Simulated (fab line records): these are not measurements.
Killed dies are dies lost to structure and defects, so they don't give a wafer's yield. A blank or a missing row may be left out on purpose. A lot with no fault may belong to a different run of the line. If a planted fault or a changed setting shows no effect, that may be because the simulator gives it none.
fab line records	flow sky130
record lots=6	wafers=18	last-day=50
route steps=708 shown NWELL@82 PWDE@84 VT_ADJUST_HVTP@85 PAD_OPEN@708
lots untouched by any fault: they come from a run of this same line in which no faults occurred
start-h: start of the lot's first displayed wafer, in hours after the record's first day	wait-h: hours elapsed since this lot's preceding step	" the same as in the row above	L1.1+2: one row covering several wafers at once	- either no value or no given start	* or withheld: withheld	< > ~ a bound
route shown NAME@n: a module of which the file shows steps, and the number in the route of the first	usual: the fault-free wafers' mean and standard deviation	same: alike in all rows	chamber/n: place in a boat	sites: the reading at each site	_std_site: their standard deviation	_edge_site: outer sites' mean less inner sites'	radius-mm: for every site, how far away it sits from the centre of the wafer	mask NAME#n: copy n	behind: the tool/chamber that last shaped the wafer	hold: what put the lot on hold/how long, in hours/how the hold closed	device: which transistor (n, p or np) failed to switch	end of line: at the end of the route, the tests of the same wafers	a step without rows: its recipe alone	killed: the dies lost at the first sort to structure and to defects; this is not the yield of the wafer	map: the dies of a wafer, with x for killed, . for not killed, _ for no die there
set.NAME: the setting the step ran with; set.NAME@STEP: the setting that earlier step ran with	model.NAME: the simulator's own value behind a step, which no gauge read
lots at selected steps of the route; one table per step, one row per wafer
services: a tool's chamber out of use, with start hour (start-h, from the record's first day; less than 0 if before it), hours out, and reason
## steps
# step SKY_NWELL_RS_MEAS_29
# recipe thk-meas-gauge=four-point-probe
# usual NWELL_RS=624.2/1.9
lot.wafer	tool	chamber	start-h	wait-h	NWELL_RS[ohm/sq]
L190.1	film-metro-04	-	103.16	0.1	623.6
L190.3	"	-	"	"	625.7
L190.4	"	-	"	"	624.5
L197.3	film-metro-02	-	145.25	0.1	625.7
L197.4	"	-	"	"	625.6
L197.6	"	-	"	"	623.4
L203.1	film-metro-01	-	180.66	0.1	625.8
L203.2	"	-	"	"	627.1
L203.5	"	-	"	"	626.1
L204.1	film-metro-02	-	187.00	0.1	625.1
L204.4	"	-	"	"	623.5
L204.5	"	-	"	"	624.8
L205.1	film-metro-02	-	192.00	0.1	624.6
L205.2	"	-	"	"	626.9
L205.3	"	-	"	"	628.1
L213.1	film-metro-02	-	244.06	0.1	623.8
L213.4	"	-	"	"	624.7
L213.5	"	-	"	"	627.1
# step SKY_NWELL_RS_MEAS_31
# recipe thk-meas-gauge=four-point-probe
# usual PWDE_RS=5268/19
lot.wafer	tool	chamber	start-h	wait-h	PWDE_RS[ohm/sq]
L190.1	film-metro-04	-	103.40	0.1	5295
L190.3	"	-	"	"	5290
L190.4	"	-	"	"	5313
L197.3	film-metro-02	-	145.49	0.1	5249
L197.4	"	-	"	"	5259
L197.6	"	-	"	"	5269
L203.1	film-metro-01	-	180.90	0.1	5282
L203.2	"	-	"	"	5261
L203.5	"	-	"	"	5261
L204.1	film-metro-02	-	187.24	0.1	5235
L204.4	"	-	"	"	5239
L204.5	"	-	"	"	5259
L205.1	film-metro-02	-	192.24	0.1	5247
L205.2	"	-	"	"	5246
L205.3	"	-	"	"	5252
L213.1	film-metro-02	-	244.30	0.1	5279
L213.4	"	-	"	"	5274
L213.5	"	-	"	"	5267
# step SKY_VT_ADJUST_HVTP_DEHYDRATE_00
# recipe temp-c=200	time-s=60
# step SKY_VT_ADJUST_HVTP_HMDS_01
# recipe prime-time-s=60	prime-temp-c=120
# step SKY_VT_ADJUST_HVTP_COAT_02
# recipe resist=NOVOLAK	spin-rpm=3000	resist-thk-nm=1140
# step SKY_VT_ADJUST_HVTP_SOFTBAKE_03
# recipe temp-c=90	time-s=60	resist=NOVOLAK
# step SKY_VT_ADJUST_HVTP_EXPOSE_04
# recipe mask-id=HVTPM	na=0.6	source-shape=conventional	sigma-outer=0.6	polarization=unpolarized	target-cd-nm=380	dose-mj=140
# step SKY_VT_ADJUST_HVTP_PEB_05
# recipe temp-c=withheld	time-s=*	resist=NOVOLAK
# step SKY_VT_ADJUST_HVTP_DEVELOP_06
# recipe resist=NOVOLAK	developer=TMAH	develop-time-s=60	dev-temp-c=23
# step SKY_VT_ADJUST_HVTP_CD_MEAS_07
# recipe target-cd-nm=380
# usual cd-nm=379.5/2.7
lot.wafer	tool	chamber	start-h	wait-h	cd-nm
L190.1	cd-sem-02	-	121.26	0.1	380.9
L190.3	"	-	"	"	382.6
L190.4	"	-	"	"	383.5
L197.3	cd-sem-02	-	164.75	0.1	379.8
L197.4	"	-	"	"	377.4
L197.6	"	-	"	"	377.8
L203.1	cd-sem-01	-	201.31	0.1	382.5
L203.2	"	-	"	"	381.0
L203.5	"	-	"	"	384.8
L204.1	cd-sem-02	-	208.51	0.1	375.1
L204.4	"	-	"	"	378.2
L204.5	"	-	"	"	379.7
L205.1	cd-sem-01	-	213.91	0.1	383.9
L205.2	"	-	"	"	387.7
L205.3	"	-	"	"	382.3
L213.1	cd-sem-02	-	268.16	0.1	378.6
L213.4	"	-	"	"	380.0
L213.5	"	-	"	"	377.6
# step SKY_VT_ADJUST_HVTP_OVL_MEAS_08
# usual VT_ADJUST_HVTP_OVL=-0.6/1.4
lot.wafer	tool	chamber	start-h	wait-h	VT_ADJUST_HVTP_OVL[nm]
L190.1	overlay-01	-	121.38	0.1	-1.9
L190.3	"	-	"	"	0.3
L190.4	"	-	"	"	-0.3
L197.3	overlay-01	-	164.84	0.1	-1.3
L197.4	"	-	"	"	-2.5
L197.6	"	-	"	"	-3.6
L203.1	overlay-01	-	201.43	0.1	-0.6
L203.2	"	-	"	"	2.2
L203.5	"	-	"	"	-1.1
L204.1	overlay-01	-	208.63	0.1	-1.1
L204.4	"	-	"	"	-1.8
L204.5	"	-	"	"	-1.2
L205.1	overlay-02	-	214.03	0.1	1.1
L205.2	"	-	"	"	-0.1
L205.3	"	-	"	"	-1.8
L213.1	overlay-01	-	268.28	0.1	-2.0
L213.4	"	-	"	"	0.0
L213.5	"	-	"	"	-0.9
# step SKY_VT_ADJUST_HVTP_IMPLANT_09
# recipe species=As	energy-kev=150	dose-cm2=4.3e+12	tilt-deg=withheld
# usual dose-ions-cm2=4.3e+12/4.6e+09	faraday-current-uA=24.3/0.49
lot.wafer	tool	chamber	start-h	wait-h	dose-ions-cm2	faraday-current-uA
L190.1	implanter-02	0	121.42	0.0	4.31e+12	25.2
L190.3	"	0	"	"	4.296e+12	24.1
L190.4	"	0	"	"	4.299e+12	23.9
L197.3	implanter-01	0	164.91	0.1	4.301e+12	24.5
L197.4	"	0	"	"	4.308e+12	24.5
L197.6	"	0	"	"	4.302e+12	24.4
L203.1	implanter-03	0	201.46	0.0	4.299e+12	23.1
L203.2	"	0	"	"	4.306e+12	25.1
L203.5	"	0	"	"	4.293e+12	24.3
L204.1	implanter-01	0	208.66	0.0	4.3e+11	2.4
L204.4	"	0	"	"	4.26e+11	2.3
L204.5	"	0	"	"	4.29e+11	2.4
L205.1	implanter-01	0	214.07	0.0	4.24e+11	2.5
L205.2	"	0	"	"	4.29e+11	2.4
L205.3	"	0	"	"	4.29e+11	2.5
L213.1	implanter-03	0	268.32	0.0	4.296e+12	23.6
L213.4	"	0	"	"	4.296e+12	24.7
L213.5	"	0	"	"	4.294e+12	24.0
# step SKY_VT_ADJUST_HVTP_STRIP_10
# recipe chemistry=O2/N2	power-w=1400	pressure-mtorr=1500	platen-temp-c=withheld	o2-flow-sccm=3000	n2-flow-sccm=300	overash-fraction=0.5
# usual drypump-motor-current-A=5.4/0.41	oes-product-au=0.716/0.0042	strip-time-to-endpoint-s=14.19/0.039
lot.wafer	tool	chamber	start-h	wait-h	drypump-motor-current-A	oes-product-au	rf-hours-counter-h	strip-time-to-endpoint-s
L190.1	plasma-asher-01	1	121.57	0.1	6.0	0.715	39	14.17
L190.3	"	0	"	"	5.4	0.716	-	14.20
L190.4	"	1	"	"	6.0	0.714	-	14.20
L197.3	plasma-asher-01	0	165.04	0.1	5.4	0.717	-	14.12
L197.4	"	1	"	"	6.0	0.719	-	14.18
L197.6	"	1	"	"	6.0	0.718	-	14.13
L203.1	plasma-asher-02	0	201.61	0.1	5.5	0.711	52	14.16
L203.2	"	1	"	"	5.7	0.724	52	14.13
L203.5	"	0	"	"	5.5	0.713	-	14.13
L204.1	plasma-asher-01	0	208.81	0.1	5.4	0.716	49	14.20
L204.4	"	0	"	"	5.4	0.715	-	14.21
L204.5	"	1	"	"	6.0	0.716	-	14.16
L205.1	plasma-asher-02	1	214.22	0.1	5.7	0.719	53	14.14
L205.2	"	0	"	"	5.5	0.719	53	14.13
L205.3	"	1	"	"	5.7	0.721	-	14.12
L213.1	plasma-asher-02	0	268.47	0.1	5.5	0.714	58	14.21
L213.4	"	0	"	"	5.5	0.725	-	14.20
L213.5	"	0	"	"	5.4	0.724	-	14.20
# step SKY_VT_ADJUST_HVTP_TW_MEAS_11
# usual VT_ADJUST_HVTP_TW=1358/12
lot.wafer	tool	chamber	start-h	wait-h	hold	VT_ADJUST_HVTP_TW
L190.1	film-metro-03	-	121.67	0.1	-	1364
L190.3	"	-	"	"	-	1369
L190.4	"	-	"	"	-	1373
L197.3	film-metro-02	-	165.13	0.1	-	1355
L197.4	"	-	"	"	-	1355
L197.6	"	-	"	"	-	1359
L203.1	film-metro-03	-	201.71	0.1	-	1373
L203.2	"	-	"	"	-	1370
L203.5	"	-	"	"	-	1371
L204.1	film-metro-01	-	208.91	0.1	await-dispo/0.2h/release	643
L204.4	"	-	"	"	await-dispo/0.2h/release	641
L204.5	"	-	"	"	await-dispo/0.2h/release	646
L204.1	film-metro-01	-	209.14	0.2	-	644
L204.4	"	-	"	"	-	639
L204.5	"	-	"	"	-	643
L205.1	film-metro-03	-	214.32	0.1	await-dispo/0.2h/release	667
L205.2	"	-	"	"	await-dispo/0.2h/release	673
L205.3	"	-	"	"	await-dispo/0.2h/release	677
L205.1	film-metro-03	-	214.54	0.2	-	667
L205.2	"	-	"	"	-	672
L205.3	"	-	"	"	-	676
L213.1	film-metro-01	-	268.57	0.1	-	1358
L213.4	"	-	"	"	-	1353
L213.5	"	-	"	"	-	1353
# step SKY_PAD_OPEN_PROBE_99
# usual defect-limited-yield=82.5/1.8	killed_at_M0_to_M3=42/6.6	killed_at_M4_up=3.0/1.8	killed-at-contacts=25/5.1	killed-at-front-end=15/4.4	killed-at-other=0.3/0.56	killed-dies=86/8.6	killed-open=47/6.9	killed-short=38/6	sort_bin_3_pad_short=0.8/0.42	sort_bin_5_function=10.6/1.5	sort_bin_6_memory=6.1/1.1	sort-n-pass=406/8.6	sort-yield-pct=82.5/1.8
# same gross-dies=492	killed-at-back-side=0	sort_bin_4_leakage[%]=0	sort_bin_8_speed[%]=0
lot.wafer	tool	chamber	start-h	wait-h	defect-limited-yield[%]	killed_at_M0_to_M3	killed_at_M4_up	killed-at-contacts	killed-at-front-end	killed-at-other	killed-dies	killed-open	killed-short	sort_bin_3_pad_short[%]	sort_bin_5_function[%]	sort_bin_6_memory[%]	sort-n-pass	sort-yield-pct[%]
L203.1	prober-02	-	1152.63	0.1	85.0	36	3	23	11	1	74	39	35	0.2	8.5	6.3	418	85.0
L203.2	prober-02	-	1152.68	0.1	80.1	55	4	23	15	1	98	45	53	0.6	11.6	7.7	394	80.1
L203.5	prober-02	-	1152.83	0.2	82.3	41	4	22	20	0	87	47	40	1.0	11.0	5.7	405	82.3
# killed by level:class
L203.1 CONTACT:geometric-particle:open=11 CONTACT:geometric-particle:short=7 VIA1:geometric-particle:open=7 VIA2:geometric-particle:short=6 METAL3:geometric-particle:short=6 VIA3:geometric-particle:open=5 FIELD_ISO:geometric-particle:open=3 METAL1:geometric-particle:short=3
L203.2 METAL1:geometric-particle:short=13 VIA3:geometric-particle:open=9 LI_CONTACT:geometric-particle:open=7 CONTACT:geometric-particle:open=7 VIA1:geometric-particle:open=6 METAL2:geometric-particle:short=6 VIA2:geometric-particle:open=6 POLY_GATE:geometric-particle:short=5
L203.5 VIA2:geometric-particle:open=11 VIA1:geometric-particle:open=10 CONTACT:geometric-particle:open=9 POLY_GATE:geometric-particle:open=6 CONTACT:geometric-particle:short=6 POLY_GATE:geometric-particle:short=5 METAL2:geometric-particle:short=5 FIELD_ISO:geometric-particle:short=4
## services
tool	chamber	start-h	hours	kind
implanter-02	-	99.74	3.9	pm
implanter-02	-	105.01	6.7	repair
implanter-01	-	119.32	6.8	repair
plasma-asher-02	-	129.45	13.3	pm
plasma-asher-02	-	142.78	28.1	pm
plasma-asher-01	-	164.04	0.8	repair
implanter-03	-	188.61	3.0	pm
implanter-03	-	191.58	4.6	pm
implanter-02	-	192.71	1.5	repair
## key
first-sign step=SKY_VT_ADJUST_HVTP_IMPLANT_09	reading=dose-ions-cm2	direction=down	sigmas=99+	usual=*	struck=*
effect step=SKY_VT_ADJUST_HVTP_IMPLANT_09	reading=faraday-current-uA	direction=down	sigmas=45	usual=24.3	struck=2.4
effect step=SKY_VT_ADJUST_HVTP_TW_MEAS_11	reading=visit	direction=added
effect step=SKY_VT_ADJUST_HVTP_TW_MEAS_11	reading=VT_ADJUST_HVTP_TW	direction=down	sigmas=60	usual=1358	struck=658
met-at SKY_VT_ADJUST_HVTP_IMPLANT_09
struck-wafers L204.1,L204.4,L204.5,L205.1,L205.2,L205.3
scrapped-behind SKY_VT_ADJUST_HVTP_TW_MEAS_11 L204.1,L204.4,L204.5,L205.1,L205.2,L205.3
onset-between 164.91 208.66
fault kind=process-parameter-drift	tool=implanter-01	chamber=-	onset-h=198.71	steps=SKY_VT_ADJUST_HVTP_IMPLANT_09	channel=dose-cm2	offset=*	shape=step	end-h=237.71	acts-in=*	stated=*
